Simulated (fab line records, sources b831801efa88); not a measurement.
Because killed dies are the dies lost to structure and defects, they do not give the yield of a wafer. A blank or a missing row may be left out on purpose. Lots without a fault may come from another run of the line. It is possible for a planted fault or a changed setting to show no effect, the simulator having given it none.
2 desks looking at one fault :: flow sky130 :: each desk has only its own numbers; what lay behind them comes last

== AT THE METROLOGY DESK ==
What the gauges read for every lot (on any tool): the sampled wafers with a number, averaged. A lot is out of limits, marked OUT, if its mean lies more than 4 standard deviations from the usual mean; the brackets give that distance.
Columns: A = RES_XHIGH_RS at SKY_SD_N_RS_MEAS_18, usual 333.2 ohm/sq
lot: L392
first seen here: day 29 10:26
A: 333.3

lot: L393
first seen here: day 29 16:38
A: 334.6

lot: L394
first seen here: day 29 19:58
A: 332.7

lot: L397
first seen here: day 31 06:10
A: 331.3

lot: L399
first seen here: day 31 11:30
A: 341.1 (+6.6) OUT

lot: L400
first seen here: day 31 22:32
A: 337.9

lot: L406
first seen here: day 34 13:50
A: 334.1

lot: L408
first seen here: day 35 12:32
A: 335.0

lot: L409
first seen here: day 35 17:44
A: 332.5

lot: L412
first seen here: day 35 21:39
A: 334.3

lot: L413
first seen here: day 36 05:56
A: 332.5
This desk's result: L399 out of limits, first on L399 (RES_XHIGH_RS at SKY_SD_N_RS_MEAS_18), day 31 11:30. L392, L393, L394, L397, L400, L406, L408, L409, L412, L413: within limits.

== DESK OF THE TOOL OWNER: implanter-04 ==
For each lot that ran on this tool, the mean over its sampled wafers that have a number, from the tool's own readings at SKY_RES_XHIGH_IMPLANT_07. A lot is out of limits, marked OUT, if its mean lies more than 4 standard deviations from the usual mean; the brackets give that distance.
Columns: A = dose-ions-cm2 at SKY_RES_XHIGH_IMPLANT_07, usual 3.599e+14; B = tilt-deg at SKY_RES_XHIGH_IMPLANT_07, usual -0.001 degrees
lot: L393
first seen here: day 28 11:01
A: 3.595e+14
B: -0.006

lot: L399
first seen here: day 30 06:28
A: 3.531e+14 (-19) OUT
B: 0.004

lot: L400
first seen here: day 30 17:45
A: 3.533e+14 (-18) OUT
B: 0.004

lot: L408
first seen here: day 34 08:57
A: 3.602e+14
B: -0.007
Finding of this desk: L399, L400 out of limits; the first was L399 at day 30 06:28, on dose-ions-cm2 at SKY_RES_XHIGH_IMPLANT_07. L393, L408: within limits.

== PUT TOGETHER ==
On L399, L400, at day 30 06:28, an alarm was possible from the tool owner's desk.
The metrology desk could have raised an alarm at day 31 11:30, on L399.
The metrology desk holds a record of L400, inside its limits.
Every lot named ran SKY_RES_XHIGH_IMPLANT_07 on implanter-04.

== WHAT HAD BEEN PUT IN BY THE SIMULATOR ==
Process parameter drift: implanter-04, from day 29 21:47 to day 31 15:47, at SKY_RES_XHIGH_IMPLANT_07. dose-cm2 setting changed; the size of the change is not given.
Lots struck among those shown: L399, L400.
Delay (hours) between the fault's onset and each desk's first out-of-limits reading: 9 at the tool owner's desk, 38 at the metrology desk.
